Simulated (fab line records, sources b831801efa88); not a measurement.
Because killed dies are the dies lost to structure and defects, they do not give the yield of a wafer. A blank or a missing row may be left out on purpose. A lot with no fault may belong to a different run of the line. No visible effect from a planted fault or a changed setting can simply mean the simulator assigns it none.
What tool caused it? :: flow sky130 :: 6 lots, 18 wafers sampled, at 2 steps of a route of 708

## WHAT EACH GAUGE READ, for each wafer
SKY_POLY_GATE_CD_MEAS_13: target cd 150 nm.
lot: L907
measured: day 17 22:52
on: cd sem-01
cd nm (nm): 148.3 148.4 148.1

lot: L911
measured: day 18 21:47
on: cd sem-02
cd nm (nm): 173.8 175.4 176.0

lot: L919
measured: day 22 00:29
on: cd sem-01
cd nm (nm): 150.2 150.2 150.4

lot: L921
measured: day 22 19:05
on: cd sem-02
cd nm (nm): 151.3 151.6 149.5

lot: L924
measured: day 23 13:14
on: cd sem-01
cd nm (nm): 149.9 150.3 149.6

lot: L927
measured: day 24 14:09
on: cd sem-02
cd nm (nm): 149.0 150.4 148.0

## TOOL THAT RAN EACH LOT (tool first, then ch and the chambers of the sampled wafers, then the start)
lot: L907
SKY_POLY_GATE_EXPOSE_10: krf scanner-01 ch 0, day 17 08:01

lot: L911
SKY_POLY_GATE_EXPOSE_10: krf scanner-02 ch 0, day 18 06:26

lot: L919
SKY_POLY_GATE_EXPOSE_10: krf scanner-01 ch 0, day 21 09:32

lot: L921
SKY_POLY_GATE_EXPOSE_10: krf scanner-02 ch 0, day 22 03:11

lot: L924
SKY_POLY_GATE_EXPOSE_10: krf scanner-02 ch 0, day 22 22:53

lot: L927
SKY_POLY_GATE_EXPOSE_10: krf scanner-01 ch 0, day 23 23:32
- SKY_POLY_GATE_EXPOSE_10: exposes mask P1M, target cd 150 nm.

## THE ANSWER, worked out from the rows above alone
Rule: usual is defined by the lots themselves. The widest of any qualifying gaps counts: lots, ordered by their means at a reading, are off when they make up no more than a third of the lots, leave a main group of 4 or more, and stand apart from it by 3 or more times the standard deviation of that group's means. If all means in a main group match to the digits the tables above print for the reading, that group is not used. A lot without any number at a reading at which 4 lots or more have one is off too. Any other lot the step has rows for is counted as sound.
Off: L911 (SKY_POLY_GATE_CD_MEAS_13, cd nm). Main group: mean 149.7 nm, sd 0.89.
If a tool, at a process step before that reading, ran all the lots that are off and no sound lot after the first of them, it fits. The gauges at SKY_POLY_GATE_CD_MEAS_13 are tried like those tools. No candidate that was tried fits.

## WHAT THE SIMULATOR HAD INSERTED
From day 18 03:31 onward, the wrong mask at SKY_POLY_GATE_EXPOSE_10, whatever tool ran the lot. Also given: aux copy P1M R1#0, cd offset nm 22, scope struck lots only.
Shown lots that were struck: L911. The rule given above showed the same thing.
